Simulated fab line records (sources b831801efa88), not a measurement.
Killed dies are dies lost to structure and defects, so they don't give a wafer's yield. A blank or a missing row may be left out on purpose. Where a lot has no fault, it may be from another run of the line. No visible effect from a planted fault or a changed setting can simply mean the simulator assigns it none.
Code-filled problem report in 8D (eight disciplines) form    flow sky130    the parts of the form that need people (team, actions taken, sign-off) are left out

1. WHAT WENT WRONG
On 2 wafers of 1 lot, killed_at_M0_to_M3 at SKY_PAD_OPEN_PROBE_99 has a mean of 98; fault-free wafers read 43, standard deviation 6.5. Measured from the usual mean, that is +8.4 standard deviations.
Earliest sighting: wafer L484.2 on prober-02 at day 50 17:09. Wafers with a number at this step in the record: 36, from 12 lots. Rule for "out", or "out of limits": more than 4 standard deviations from the usual mean. Any other wafer with a number is counted as sound.

2. WHAT IT IS AND WHAT IT IS NOT
question                     is                                                                                                 is not
which readings at this step  killed_at_M0_to_M3, defectLimitedYield, killedDies, sort_bin_3_pad_short, sortNPass, sortYieldPct  killed_at_M4_up, killedAtContacts, killedAtFrontEnd, killedAtOther, killedShort, sort_bin_6_memory
which lots                   L484                                                                                               L464, L465, L466, L468, L469, L470, L471, L473, L474, L475, L476
which wafers of those lots   L484.2, L484.6                                                                                     L484.5
read on which tools          prober-02                                                                                          prober-01
when                         from day 50 17:09                                                                                  up to then (33 sound wafers); but 1 sound wafer of L484 came after

3. SUSPECTS, AND WHAT RULES EACH OUT
Counting: any tool at a process step up to the reading remains a suspect provided it ran every lot that is out. Sound lots after the first of them don't rule it out here, since some wafers of a struck lot are sound.
- rieDiel-04 at SKY_VIA3_ETCH_15 (etches SiO2 in C4F8/O2/Ar, stops on TiN, target depth 507 nm, time 78 s): kept. L484, the lot that is out, went through it at day 45 14:25; up to then, the latest sound lot through it was L476 at day 44 01:11.
- rieMetal-03 at SKY_METAL5_DESCUM_14 (chemistry O2, time 11 s): kept. L484, the lot that is out, went through it at day 49 03:55; up to then, the latest sound lot through it was L471 at day 46 00:04.
- pecvd-03 at SKY_PASSIVATION_CVD_02 (deposits Si3N4, target thk 540 nm): kept. L484, the lot that is out, went through it at day 49 04:57; up to then, the latest sound lot through it was L476 at day 47 20:59.
- prober-02 at SKY_PAD_OPEN_PROBE_99: kept. L484, the lot that is out, went through it at day 50 17:09; up to then, the latest sound lot through it was L476 at day 49 12:52. On those wafers its own readings are out: defectLimitedYield, killed_at_M0_to_M3, killedDies, sort_bin_3_pad_short, sortNPass, sortYieldPct.
- Within rieDiel-04 at SKY_VIA3_ETCH_15: the wafers that are out ran in chamber 1; their sound lot-mates ran in chamber 0.
- Within pecvd-03 at SKY_PASSIVATION_CVD_02: the wafers that are out ran in chambers 0, 2; their sound lot-mates ran in chamber 1.
Left after counting: rieDiel-04 at SKY_VIA3_ETCH_15, rieMetal-03 at SKY_METAL5_DESCUM_14, pecvd-03 at SKY_PASSIVATION_CVD_02, prober-02 at SKY_PAD_OPEN_PROBE_99.

4. THE CAUSE (what the simulator had put in)
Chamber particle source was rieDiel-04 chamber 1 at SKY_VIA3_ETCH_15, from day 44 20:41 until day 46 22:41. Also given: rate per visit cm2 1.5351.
4 suspects survive the count, and this tool is in that group.

5. THE EFFECT CHAIN, in route order
Each row: a reading whose mean over the struck wafers that have a number lies more than 3 standard deviations from the usual. Scope: only readings with a usual standard deviation given in the record; hours: median across lots of the time from each lot's start at the first step in this table that gives one to its start at this step; sigmas: change in usual standard deviations.
hours  step                   reading               usual   on struck wafers  change  sigmas
0      SKY_PAD_OPEN_PROBE_99  defectLimitedYield    82.6 %  72.7              -9.9    -5.9
0      SKY_PAD_OPEN_PROBE_99  killed_at_M0_to_M3    43      98                +54     +8.4
0      SKY_PAD_OPEN_PROBE_99  killedDies            85      134               +50     +5.8
0      SKY_PAD_OPEN_PROBE_99  sort_bin_3_pad_short  0.9 %   4.3               +3.4    +7.4
0      SKY_PAD_OPEN_PROBE_99  sort_bin_5_function   10.3 %  16.8              +6.4    +4.6
0      SKY_PAD_OPEN_PROBE_99  sortNPass             407     358               -50     -5.8
0      SKY_PAD_OPEN_PROBE_99  sortYieldPct          82.6 %  72.7              -9.9    -5.9
The process steps in it:
- SKY_PAD_OPEN_PROBE_99

6. WHAT WOULD HAVE CAUGHT IT SOONER
First out-of-limits reading in this record: day 50 17:09, which is 140 hours after fault onset at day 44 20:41.
Tool readings at SKY_VIA3_ETCH_15 with a usual standard deviation given in the record: none out on any struck wafer, hence no alarm at a limit of 4 standard deviations on them.
Lots out: 1; all had begun SKY_VIA3_ETCH_15 on rieDiel-04 by day 50 17:09. Holding the tool at that point would not have protected any of them.
